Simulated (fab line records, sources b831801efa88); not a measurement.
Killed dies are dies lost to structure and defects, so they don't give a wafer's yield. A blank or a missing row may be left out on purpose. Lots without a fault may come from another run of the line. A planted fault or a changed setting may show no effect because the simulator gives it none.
A struck lot beside a sound one | flow sky130 | 17 steps out of a route of 708
Sound: wafers L686.1, L686.3, L686.6. Struck: wafer L701.3. (L701.4, L701.6 of the same lot were not struck and are left out.) The cause comes at the end.
At each step with rows: each side's tool, then ch and its chambers, then its first start. Under that, the readings that differ: sound wafers | struck wafers | difference of the means | sigmas: that difference in standard deviations of wafers without a fault.
alike: readings whose means differ by less than 2 such deviations, and words and numbers that are the same on both sides. not compared: withheld readings, readings that some wafer has no value for, bounds like >300 that may hide the same value, and numbers for which the record gives no deviation and whose values overlap.
The two part at a step that has a row with sigmas, a row that says differs or no value, or rows on one side only. Numbers that don't overlap but have no deviation are shown without sigmas and don't part them. A reading that every wafer of one side lacks parts them only if that side has two wafers or more.

first, 3 steps without rows for these wafers: SKY_LI_CONTACT_EXPOSE_09 (exposes mask LICM1, target cd 170 nm); SKY_LI_CONTACT_PEB_10; SKY_LI_CONTACT_DEVELOP_11 (develop time 60 s).
SKY_LI_CONTACT_CD_MEAS_12: target cd 170 nm.
  sound on cd_sem-02, day 29 15:24; struck on cd_sem-02, day 34 15:09
  alike: cd_nm
SKY_LI_CONTACT_OVL_MEAS_13:
  sound on overlay-02, day 29 15:31; struck on overlay-02, day 34 15:15
  alike: LI_CONTACT_OVL
SKY_LI_CONTACT_ETCH_14: etches BARC in N2/H2, stops on SiO2, time 45.9 s, target depth 60 nm.
  sound on rie_diel-04 ch 0,1,3, day 29 15:34; struck on rie_diel-02 ch 0, day 34 15:16
  alike: drypump_motor_current_A, oes_product_au, throttle_valve_pct
  not compared: rf_hours_counter_h
then, 1 step without rows for these wafers: SKY_LI_CONTACT_ETCH_15 (etches PSG in C4F8/O2/Ar, stops on Si, target depth 600 nm).
SKY_LI_CONTACT_STRIP_16: strips in O2/N2.
  sound on plasma_asher-03 ch 0,1, day 29 15:41; struck on plasma_asher-01 ch 0, day 34 15:26
  reading                      | sound          | struck | difference | sigmas
  strip_time_to_endpoint_s (s) | 3.50 3.53 3.58 | 3.45   | -0.09      | -2
  alike: drypump_motor_current_A, oes_product_au
  not compared: rf_hours_counter_h
then, 2 steps without rows for these wafers: SKY_LI_CONTACT_CLEAN_17 (cleans in NMP, time 600 s); SKY_LI_CONTACT_PRE_CLEAN_18 (time 5.6 s).
SKY_LI_CONTACT_SPUTTER_19: material Ti, target thk 20 nm, time 106.37 s.
  sound on pvd_sputter-02, day 29 15:59; struck on pvd_sputter-01, day 34 15:43
  alike: throttle_valve_pct
SKY_LI_CONTACT_SPUTTER_20: material TiN, target thk 20 nm, time 80 s.
  sound on pvd_sputter-02, day 29 16:04; struck on pvd_sputter-01, day 34 15:47
  alike: throttle_valve_pct
SKY_LI_CONTACT_CVD_21: deposits W, target thk 400 nm, time 120.56 s.
  sound on cvd_w-02 ch 0,1, day 29 16:07; struck on cvd_w-01 ch 1, day 34 15:53
  reading                                  | sound             | struck | difference | sigmas
  heater_power_w (W)                       | 777 768 770       | 1068   | +296       | +2
  model.W_of_LI_CONTACT_CVD_21.thk_nm (nm) | 397.1 394.8 400.3 | 430.3  | +32.9      |
SKY_LI_CONTACT_RS_MEAS_22: measures by four-point-probe.
  sound on film_metro-04, day 29 16:14; struck on film_metro-02, day 34 16:18
  reading                  | sound                | struck | difference | sigmas
  LI_CONTACT_W_RS (ohm/sq) | 0.2870 0.2881 0.2847 | 0.2647 | -0.0219    | -8
  not compared: hold
SKY_LI_CONTACT_THK_MEAS_23: measures by xrf.
  sound on film_metro-04, day 29 16:22; struck on film_metro-02, day 34 19:26
  reading               | sound       | struck | difference | sigmas
  LI_CONTACT_W_THK (nm) | 401 399 402 | 431    | +30        | +5
  not compared: hold
SKY_LI_CONTACT_CMP_24: polishes, stops on PSG, t overpolish 20 s, target thk 0 nm.
  sound on cmp-02 ch 0,1,3, day 29 16:25; struck on cmp-01 ch 0, day 35 01:41
  reading | sound | struck                   | difference                   | sigmas
  hold    | - - - | await_dispo/6.1h/release | no value on the sound wafers |
  alike: motor_current_A
then, 1 step without rows for these wafers: SKY_PAD_OPEN_PROBE_99.

WHERE THEY PART
First at SKY_LI_CONTACT_STRIP_16; last, within this record, at SKY_LI_CONTACT_CMP_24.

WHY: what the simulator had put in
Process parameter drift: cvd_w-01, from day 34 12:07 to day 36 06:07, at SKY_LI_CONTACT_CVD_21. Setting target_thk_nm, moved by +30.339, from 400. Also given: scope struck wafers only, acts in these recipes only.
